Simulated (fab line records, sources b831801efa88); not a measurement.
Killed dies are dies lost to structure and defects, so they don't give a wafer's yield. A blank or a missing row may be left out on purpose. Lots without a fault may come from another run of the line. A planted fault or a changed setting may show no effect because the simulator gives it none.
Which tool did it? | flow gf180mcu | 6 lots, 18 wafers sampled, at 2 steps of a route of 602

WHAT THE GAUGES READ, wafer by wafer
GF_M5_CD_MEAS_07: target cd 280 nm.
lot  | measured     | on        | cd_nm (nm)
L530 | day 26 17:01 | cd_sem-02 | 280.5 280.6 280.2
L532 | day 27 03:51 | cd_sem-02 | 281.1 280.6 280.8
L536 | day 28 09:10 | cd_sem-02 | 280.4 281.3 280.7
L539 | day 29 11:45 | cd_sem-01 | 281.4 281.4 280.4
L547 | day 31 16:36 | cd_sem-01 | 273.6 272.5 273.3 273.7 272.5 273.7
L549 | day 32 01:16 | cd_sem-01 | 271.6 273.9 272.7 271.6 273.6 271.9

WHICH TOOL RAN EACH LOT (tool, then ch and the chambers of the sampled wafers, then the start)
lot  | GF_M5_PEB_05
L530 | litho_track-04 ch 0, day 26 16:40
L532 | litho_track-03 ch 0, day 27 03:30
L536 | litho_track-04 ch 0, day 28 08:49
L539 | litho_track-01 ch 0, day 29 11:24
L547 | litho_track-03 ch 0, day 31 16:15
L549 | litho_track-03 ch 0, day 32 00:56
- GF_M5_PEB_05: peb time 90 s.

THE ANSWER, worked out from the rows above alone
Rule: what is usual is taken from the lots themselves. Put in order of their means at a reading, lots are off if they are a third of the lots or fewer, leave a main group of 4 or more, and stand apart from it by a gap of 3 or more times the standard deviation of the main group's means; of several such gaps the widest counts. A main group whose means are all the same, to the digits that the tables above print for the reading, isn't used. A lot without any number at a reading at which 4 lots or more have one is off too. The other lots that the step has rows for count as sound.
Off: L547, L549, at GF_M5_CD_MEAS_07 (cd_nm). The main group: mean 280.8 nm, standard deviation 0.23.
A tool fits if, at a process step before that reading, it ran every lot that is off, and no sound lot after the first of them. The gauges at GF_M5_CD_MEAS_07 are tried like those tools. Can't be told from this: 2 tools fit, litho_track-03 at GF_M5_PEB_05, cd_sem-01 at GF_M5_CD_MEAS_07.

WHAT THE SIMULATOR HAD PUT IN
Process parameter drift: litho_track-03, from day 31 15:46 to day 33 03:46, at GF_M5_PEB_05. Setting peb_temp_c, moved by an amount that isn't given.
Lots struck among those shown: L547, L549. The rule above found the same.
